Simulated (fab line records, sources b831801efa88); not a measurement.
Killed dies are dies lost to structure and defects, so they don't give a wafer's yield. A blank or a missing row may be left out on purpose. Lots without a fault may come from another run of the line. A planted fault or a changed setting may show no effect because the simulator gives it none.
Split-lot experiment | flow sfq_line | 5 lots, 23 wafers read, on a route of 325 steps

THE SPLIT
At SFQ_TRILAYER_I6_VIA_LITHO_PEB_172 (peb time 60 s), the setting peb_temp_c was moved away from the recipe's 115 C on 9 of the 23 wafers read, by +1.1% to +2.1%. The other wafers ran this setting at the recipe's value.

FROM THE SPLIT TO THE READING: what the file shows between them, 1 step
- SFQ_TRILAYER_I6_VIA_LITHO_DEVELOP_171: time 60 s

THE READING
I6.cd_nm (the simulator's own value, which no gauge read), in nm, at SFQ_TRILAYER_I6_VIA_BARC_OPEN_VIA_ETCH_235 (etches BARC in O2, target depth 125 nm, time 41.7 s). The file gives no usual value for it. The 14 wafers here that ran the recipe average 699.6 nm, standard deviation 1.7 nm.

wafer  | tool, chamber at the split | peb_temp_c as run, C | against the recipe | I6.cd_nm, nm | against lot-mates on the recipe
L076.1 | litho_track-02, 0          | 115                  | recipe             | 699.5        | -
L076.2 | litho_track-02, 0          | 116.6                | +1.4%              | 726.6        | +27.0
L076.3 | litho_track-02, 0          | 115                  | recipe             | 699.6        | -
L076.4 | litho_track-02, 0          | 116.6                | +1.4%              | 727.5        | +27.9
L076.5 | litho_track-02, 0          | 115                  | recipe             | 699.7        | -
L077.1 | litho_track-01, 0          | 116.9                | +1.7%              | 731          | +32.9
L077.2 | litho_track-01, 0          | 115                  | recipe             | 698.1        | -
L077.3 | litho_track-01, 0          | 116.9                | +1.7%              | 732.3        | +34.2
L077.4 | litho_track-01, 0          | 115                  | recipe             | 698.7        | -
L077.6 | litho_track-01, 0          | 115                  | recipe             | 697.4        | -
L080.1 | litho_track-03, 0          | 115                  | recipe             | 699.9        | -
L080.3 | litho_track-03, 0          | 115                  | recipe             | 701.4        | -
L080.6 | litho_track-03, 0          | 115                  | recipe             | 701.7        | -
L083.1 | litho_track-01, 0          | 115                  | recipe             | 702.5        | -
L083.3 | litho_track-01, 0          | 116.3                | +1.1%              | 723.9        | +21.4
L083.4 | litho_track-01, 0          | 116.3                | +1.1%              | 724          | +21.5
L083.5 | litho_track-01, 0          | 116.3                | +1.1%              | 724.4        | +21.9
L083.6 | litho_track-01, 0          | 115                  | recipe             | 702.6        | -
L084.1 | litho_track-03, 0          | 117.4                | +2.1%              | 740.7        | +42.8
L084.2 | litho_track-03, 0          | 115                  | recipe             | 697.9        | -
L084.4 | litho_track-03, 0          | 115                  | recipe             | 697.6        | -
L084.5 | litho_track-03, 0          | 115                  | recipe             | 698.2        | -
L084.6 | litho_track-03, 0          | 117.4                | +2.1%              | 740          | +42.1

THE FIT
A straight line over all 23 wafers: I6.cd_nm changes by +19.8 nm for each +1% of peb_temp_c; r = +0.99; the points scatter about the line by 1.7 nm.
The same after taking each lot's own level away (the mean of its wafers on the recipe; 23 wafers): +20.1 nm for each +1%; r = +1.00; scatter 0.68 nm.
On that fit, the largest move of peb_temp_c shifts the reading by 42 nm.
The lots' own levels span 697.90 to 702.55 nm, that is 2.7 times the standard deviation above.
So the lot-to-lot level changes the slope little: the two slopes agree.
Check: with one of the wafers moved furthest among these (+2.1%) left out of the fit, the line predicts +41.5 nm for it against its lot-mates. It came out at +42.8 nm against them.

OTHER SPLITS ON THESE WAFERS
These wafers also went through other splits before the reading. Each is held against what the fit with the lots' levels taken away leaves over:
other split on the same wafers                    | wafers away from the commonest value | r with I6.cd_nm (lot level and that fit taken away)
SFQ_TRILAYER_I4_VIA_BARC_OPEN_VIA_ETCH_146 time_s | 8                                    | -0.30
SFQ_TRILAYER_JJ_CE_LITHO_COAT_114 resist_thk_nm   | 9                                    | +0.31
SFQ_TRILAYER_M5_ETCH_METAL_ETCH_126 icp_w         | 4                                    | +0.15
SFQ_TRILAYER_R5_LITHO_COAT_136 spin_rpm           | 11                                   | -0.02
SFQ_TRILAYER_R5_LITHO_PEB_139 peb_temp_c          | 6                                    | +0.21
SFQ_TRILAYER_C5_LITHO_COAT_156 resist_thk_nm      | 7                                    | +0.12
SFQ_TRILAYER_C5_BARC_OPEN_VIA_ETCH_210 bias_w     | 8                                    | +0.10
SFQ_TRILAYER_M6_LITHO_COAT_164 spin_rpm           | 7                                    | -0.36
SFQ_TRILAYER_M6_LITHO_PEB_162 peb_temp_c          | 7                                    | +0.18
SFQ_TRILAYER_I6_VIA_LITHO_COAT_174 resist_thk_nm  | 10                                   | -0.18

THE FILE'S OWN FIT
I6.cd_nm changes by +20.1 nm for each +1% of peb_temp_c, r = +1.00.
